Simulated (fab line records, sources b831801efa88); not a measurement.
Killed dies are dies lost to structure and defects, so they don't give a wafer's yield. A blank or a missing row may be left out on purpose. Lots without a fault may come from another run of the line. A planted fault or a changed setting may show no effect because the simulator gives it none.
Which tool did it? | flow sky130 | 6 lots, 18 wafers sampled, at 3 steps of a route of 708

WHAT THE GAUGES READ, wafer by wafer
SKY_VT_ADJUST_HVTR_TW_MEAS_11.
lot  | measured     | on            | VT_ADJUST_HVTR_TW
L495 | day 10 02:17 | film_metro-04 | 207.3 207.6 208.0
L497 | day 10 14:43 | film_metro-03 | 209.6 210.6 209.9
L499 | day 11 08:50 | film_metro-03 | 209.9 210.2 211.8
L503 | day 12 16:49 | film_metro-01 | 235.3 235.7 236.1
L505 | day 13 01:56 | film_metro-04 | 234.4 234.0 234.0
L516 | day 16 14:13 | film_metro-03 | 212.7 212.4 213.1

WHICH TOOL RAN EACH LOT (tool, then ch and the chambers of the sampled wafers, then the start)
lot  | SKY_VT_ADJUST_LVTN_STRIP_20          | SKY_VT_ADJUST_HVTR_IMPLANT_09
L495 | plasma_asher-04 ch 0,1, day 8 06:01  | implanter-02 ch 0, day 10 02:02
L497 | plasma_asher-02 ch 0,1, day 8 18:22  | implanter-04 ch 0, day 10 14:28
L499 | plasma_asher-01 ch 0,1, day 9 12:22  | implanter-02 ch 0, day 11 08:35
L503 | plasma_asher-01 ch 0,1, day 10 16:56 | implanter-01 ch 0, day 12 16:35
L505 | plasma_asher-02 ch 0,1, day 11 00:26 | implanter-01 ch 0, day 13 01:41
L516 | plasma_asher-02 ch 0,1, day 14 06:16 | implanter-01 ch 0, day 16 13:58
- SKY_VT_ADJUST_LVTN_STRIP_20: strips in O2/N2.
- SKY_VT_ADJUST_HVTR_IMPLANT_09

THE ANSWER, worked out from the rows above alone
Rule: what is usual is taken from the lots themselves. Put in order of their means at a reading, lots are off if they are a third of the lots or fewer, leave a main group of 4 or more, and stand apart from it by a gap of 3 or more times the standard deviation of the main group's means; of several such gaps the widest counts. A main group whose means are all the same, to the digits that the tables above print for the reading, isn't used. A lot without any number at a reading at which 4 lots or more have one is off too. The other lots that the step has rows for count as sound.
Off: L503, L505, at SKY_VT_ADJUST_HVTR_TW_MEAS_11 (VT_ADJUST_HVTR_TW). The main group: mean 210.3, standard deviation 1.8.
A tool fits if, at a process step before that reading, it ran every lot that is off, and no sound lot after the first of them. The gauges at SKY_VT_ADJUST_HVTR_TW_MEAS_11 are tried like those tools. None of those tried fits.

WHAT THE SIMULATOR HAD PUT IN
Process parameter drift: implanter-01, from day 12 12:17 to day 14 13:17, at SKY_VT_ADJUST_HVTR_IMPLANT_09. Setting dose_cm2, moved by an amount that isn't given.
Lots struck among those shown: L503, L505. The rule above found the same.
